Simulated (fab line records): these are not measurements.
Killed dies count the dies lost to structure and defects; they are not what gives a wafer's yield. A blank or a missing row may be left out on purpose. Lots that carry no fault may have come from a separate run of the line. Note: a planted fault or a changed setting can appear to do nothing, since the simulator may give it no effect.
Comparing a struck lot with a sound one :: flow sfqLine :: 42 steps out of a route of 325
Sound: the wafers L903.2, L903.4, L903.6. The struck wafers were L909.1, L909.2, L909.6. The cause is given at the end.
At each step with rows: each side's tool, then ch and its chambers, then its first start. Under that, the readings that differ: sound wafers :: struck wafers :: difference of the means :: sigmas: that difference in standard deviations of wafers without a fault.
alike: same words and numbers on both sides, and readings whose means sit less than 2 such deviations apart. not compared: any withheld reading, any reading some wafer has no value for, any bound like >300 that may hide the same value, and any number with overlapping values for which the record gives no deviation.
Wherever a step has rows on one side only, a row that says differs or no value, or a row with sigmas, the two part there. When numbers do not overlap yet have no deviation, they are printed without sigmas and do not part them. A reading missing from all wafers of one side parts the sides only when that side holds two or more wafers.

first, 6 steps without rows for these wafers: SFQ_TRILAYER_M6_LITHO_COAT_164 (resist thk 62 nm); SFQ_TRILAYER_M6_LITHO_COAT_159 (resist thk 600 nm); SFQ_TRILAYER_M6_LITHO_SOFTBAKE_163; SFQ_TRILAYER_M6_LITHO_EXPOSE_160 (exposes mask M6, target cd 500 nm); SFQ_TRILAYER_M6_LITHO_PEB_162 (peb time 60 s); SFQ_TRILAYER_M6_LITHO_DEVELOP_161 (time 60 s).
SFQ_M6_OVL_MEAS_940:
  sound on overlay-02 at day 78 09:37; struck on overlay-01 at day 79 19:38
  alike: M6_OVL
SFQ_TRILAYER_M6_BARC_OPEN_METAL_ETCH_206: etches BARC in O2, target depth 125 nm, time 41.7 s.
  sound on rieMetal-04 ch 0, day 78 09:38; struck on rieMetal-03 ch 0,1, day 79 19:40
  alike: drypumpMotorCurrentA, oesProductAu
  not compared: rfHoursCounterH
SFQ_TRILAYER_M6_ETCH_METAL_ETCH_162: etches Nb in Cl2/Ar, stops on SiO2, target depth 240 nm, time 120 s.
  sound on rieMetal-04 ch 0, day 78 09:42; struck on rieMetal-03 ch 0,1, day 79 19:43
  alike: drypumpMotorCurrentA, oesProductAu
  not compared: rfHoursCounterH
then, 3 steps without rows for these wafers: SFQ_TRILAYER_M6_STRIP_STRIP_163 (strips in O2); SFQ_TRILAYER_M6_STRIP_SOLV_CLEAN_164 (cleans in NMP, time 600 s); SFQ_TRILAYER_I6_DEP_PECVD_165 (deposits SiO2 from SiH4/N2O, time 111.11 s, target thk 500 nm).
SFQ_TRILAYER_I6_CMP_CMP_166: polishes SiO2.
  sound on cmp-02 ch 0,1,2, day 78 11:11; struck on cmp-01 ch 1,2,3, day 80 01:04
  no value came back on the struck wafers for any of 5 readings (edgeZonePressureFrac, headPressurePsi (psi) and others); on the sound wafers edgeZonePressureFrac reads 0.998 0.996 1.008
reading: model.SiO2_of_TRILAYER_I6_DEP_PECVD_165.thkNm (nm)
sound: 199.6 201.5 201
struck: 511.2 502.6 514.9
difference: +308.9
sigmas: 
SFQ_I6_BOW_MEAS_941:
  sound on filmMetro-02 at day 78 13:42; struck on filmMetro-02 at day 80 03:34
  alike: I6_BOW
SFQ_TRILAYER_I6_METRO_MEASURE_167:
  sound on filmMetro-02 at day 78 14:00; struck on filmMetro-02 at day 80 03:41
reading: thkNm (nm)
sound: 199.7 201.5 201.1
struck: 511.3 503.1 515.1
difference: +309.1
sigmas: +99 or more
then, 6 steps without rows for these wafers: SFQ_TRILAYER_I6_VIA_LITHO_COAT_174 (resist thk 61.66 nm); SFQ_TRILAYER_I6_VIA_LITHO_COAT_169 (resist thk 650 nm); SFQ_TRILAYER_I6_VIA_LITHO_SOFTBAKE_173; SFQ_TRILAYER_I6_VIA_LITHO_EXPOSE_170 (exposes mask I6, target cd 700 nm); SFQ_TRILAYER_I6_VIA_LITHO_PEB_172 (peb time 60 s); SFQ_TRILAYER_I6_VIA_LITHO_DEVELOP_171 (time 60 s).
-- the record jumps here: 4 days lie between the struck wafers' starts before and after --
SFQ_I6_OVL_MEAS_942:
  sound on overlay-02 at day 78 17:30; struck on overlay-01 at day 83 22:39
  alike: I6_OVL
SFQ_TRILAYER_I6_VIA_BARC_OPEN_VIA_ETCH_235: etches BARC in O2, target depth 125 nm, time 41.7 s.
  sound on rieDiel-04 ch 0,2, day 78 17:32; struck on rieDiel-02 ch 0,1,3, day 83 22:41
  alike: drypumpMotorCurrentA, oesProductAu
  not compared: rfHoursCounterH
SFQ_TRILAYER_I6_VIA_ETCH_VIA_ETCH_172: etches SiO2 in CHF3, stops on Nb, target depth 260 nm.
  sound on rieDiel-04 ch 0,2, day 78 17:34; struck on rieDiel-02 ch 0,1,3, day 83 22:44
reading: oesProductAu (a.u.)
sound: 0.853 0.867 0.854
struck: 1.610 1.638 1.613
difference: +0.762
sigmas: +99 or more

reading: model.etch.depthNm (nm)
sound: 199.6 201.5 201
struck: 257.3 262.1 259.2
difference: +58.8
sigmas: 

reading: model.I6.featureDepthNm (nm)
sound: 199.6 201.5 201
struck: 257.3 262.1 259.2
difference: +58.8
sigmas: 
  alike: drypumpMotorCurrentA
SFQ_TRILAYER_I6_VIA_STRIP_STRIP_173: strips in O2.
  sound on rieMetal-02 ch 0,1, day 78 17:41; struck on rieMetal-01 ch 1, day 83 22:50
  alike: drypumpMotorCurrentA, oesProductAu
  not compared: rfHoursCounterH
then, 1 step without rows for these wafers: SFQ_TRILAYER_I6_VIA_STRIP_SOLV_CLEAN_174 (cleans in NMP, time 600 s).
SFQ_TRILAYER_M7_DEP_PRE_CLEAN_176: time 22.5 s.
  sound on pvdSputter-05 at day 78 18:28; struck on pvdSputter-04 at day 84 00:13
reading: model.SiO2_of_TRILAYER_I6_DEP_PECVD_165.thkNm (nm)
sound: 192.1 194 193.5
struck: 503.7 495.1 507.4
difference: +308.9
sigmas: 
then, 1 step without rows for these wafers: SFQ_TRILAYER_M7_DEP_SPUTTER_175 (material Nb, target thk 200 nm, time 133.3 s).
SFQ_M7_RS_MEAS_943: measures by four-point-probe.
  sound on filmMetro-03 at day 78 18:36; struck on filmMetro-03 at day 84 00:20
  alike: M7_NB_RS
then, 6 steps without rows for these wafers: SFQ_TRILAYER_M7_LITHO_COAT_182 (resist thk 62 nm); SFQ_TRILAYER_M7_LITHO_COAT_177 (resist thk 600 nm); SFQ_TRILAYER_M7_LITHO_SOFTBAKE_181; SFQ_TRILAYER_M7_LITHO_EXPOSE_178 (exposes mask M7, target cd 500 nm); SFQ_TRILAYER_M7_LITHO_PEB_180 (peb time 60 s); SFQ_TRILAYER_M7_LITHO_DEVELOP_179 (time 60 s).
-- the record jumps here: 3 days lie between the struck wafers' starts before and after --
SFQ_M7_OVL_MEAS_945:
  sound on overlay-01 at day 78 21:01; struck on overlay-01 at day 87 01:40
  alike: M7_OVL
SFQ_TRILAYER_M7_BARC_OPEN_METAL_ETCH_229: etches BARC in O2, target depth 125 nm, time 41.7 s.
  sound on rieMetal-03 ch 0, day 78 21:04; struck on rieMetal-02 ch 0,1, day 87 01:41
  alike: drypumpMotorCurrentA, oesProductAu
  not compared: rfHoursCounterH
then, 4 steps without rows for these wafers: SFQ_TRILAYER_M7_ETCH_METAL_ETCH_180 (etches Nb in Cl2/Ar, stops on SiO2, target depth 240 nm, time 120 s); SFQ_TRILAYER_M7_STRIP_STRIP_181 (strips in O2); SFQ_TRILAYER_M7_STRIP_SOLV_CLEAN_182 (cleans in NMP, time 600 s); SFQ_TRILAYER_I7_DEP_PECVD_183 (deposits SiO2 from SiH4/N2O, time 113.9 s, target thk 500 nm).
-- the record jumps here: 4 days lie between the struck wafers' starts before and after --
SFQ_M8_BOW_MEAS_951:
  sound on filmMetro-03 at day 83 16:36; struck on filmMetro-03 at day 90 20:00
reading: model.etest.i6.linkOhm
sound: 1.877 1.882 1.871
struck: 1e+06 1e+06 1e+06
difference: +1e+06
sigmas: 
  alike: M8_BOW

WHERE THEY PART
At SFQ_TRILAYER_I6_CMP_CMP_166 first; at SFQ_TRILAYER_I6_VIA_ETCH_VIA_ETCH_172 last (within this record only). Later steps at which nothing parts them and some readings are alike: SFQ_TRILAYER_I6_VIA_STRIP_STRIP_173, SFQ_M7_RS_MEAS_943, SFQ_M7_OVL_MEAS_945, SFQ_TRILAYER_M7_BARC_OPEN_METAL_ETCH_229, SFQ_M8_BOW_MEAS_951.

WHY: whatever the simulator had introduced
Whole step skipped at SFQ_TRILAYER_I6_CMP_CMP_166 on cmp-01, starting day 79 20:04. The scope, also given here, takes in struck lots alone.
